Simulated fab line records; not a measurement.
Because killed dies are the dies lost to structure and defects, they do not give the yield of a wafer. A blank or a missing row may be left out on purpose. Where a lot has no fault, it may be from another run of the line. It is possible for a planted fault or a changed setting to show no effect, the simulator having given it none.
The same fault as seen by 2 desks | flow gf180mcu | numbers are kept per desk, each desk with only its own; the story behind them comes last

FROM THE METROLOGY DESK
What the gauges read, lot by lot, whatever tool the lot ran on: means of the sampled wafers that have a number. Marked OUT: a lot whose mean sits more than 4 standard deviations from the usual mean, which makes it out of limits; the brackets give that distance.
Columns: A = HV_LDD_CVD_56_THK at GF_HV_LDD_THK_MEAS_57, usual 89.8 nm; B = SALICIDE_TIN_RS at GF_SALICIDE_RS_MEAS_04, usual 16.3 ohm/sq
lot  | first seen here | A    | B
L355 | day 12 20:14    | 88.7 | 15.9
L356 | day 13 05:06    | 90.1 | 15.8
L358 | day 13 15:21    | 89.4 | 16.4
L357 | day 13 16:14    | 89.9 | 16.2
L359 | day 14 01:36    | 89.4 | 15.9
L360 | day 14 11:01    | 88.8 | 16.3
L361 | day 14 15:08    | 88.9 | 16.2
L362 | day 14 18:01    | 90.9 | 16.2
L363 | day 15 05:05    | 90.8 | 16.1
L364 | day 15 11:27    | 89.7 | 16.3
L369 | day 17 06:50    | 90.0 | 16.4
L371 | day 17 19:19    | 89.0 | 16.7
L377 | day 19 17:52    | 90.6 | 15.9
This desk's verdict: no lot among the 13 shows anything out of limits.

DESK OF THE TOOL OWNER: pecvd-03
The tool's own readings at GF_V4_CVD_02 (deposits SiO2 from TEOS, target thk 850 nm, time 94.851 s): means of the sampled wafers that have a number, for each lot that ran on this tool. Marked OUT: a lot whose mean sits more than 4 standard deviations from the usual mean, which makes it out of limits; the brackets give that distance.
Columns: A = heater power outer w at GF_V4_CVD_02, usual 366 W; B = heater power w at GF_V4_CVD_02, usual 624 W
lot  | first seen here | A   | B
L362 | day 25 18:28    | 326 | 571
L363 | day 26 06:44    | 341 | 567
L369 | day 28 03:46    | 318 | 561
L371 | day 28 14:31    | 338 | 598
This desk's verdict: no lot among the 4 shows anything out of limits.

TAKEN TOGETHER
From the metrology desk's view, nothing was out of limits.
Nothing out of limits was seen by the tool owner's desk.

WHAT THE SIMULATOR PUT IN
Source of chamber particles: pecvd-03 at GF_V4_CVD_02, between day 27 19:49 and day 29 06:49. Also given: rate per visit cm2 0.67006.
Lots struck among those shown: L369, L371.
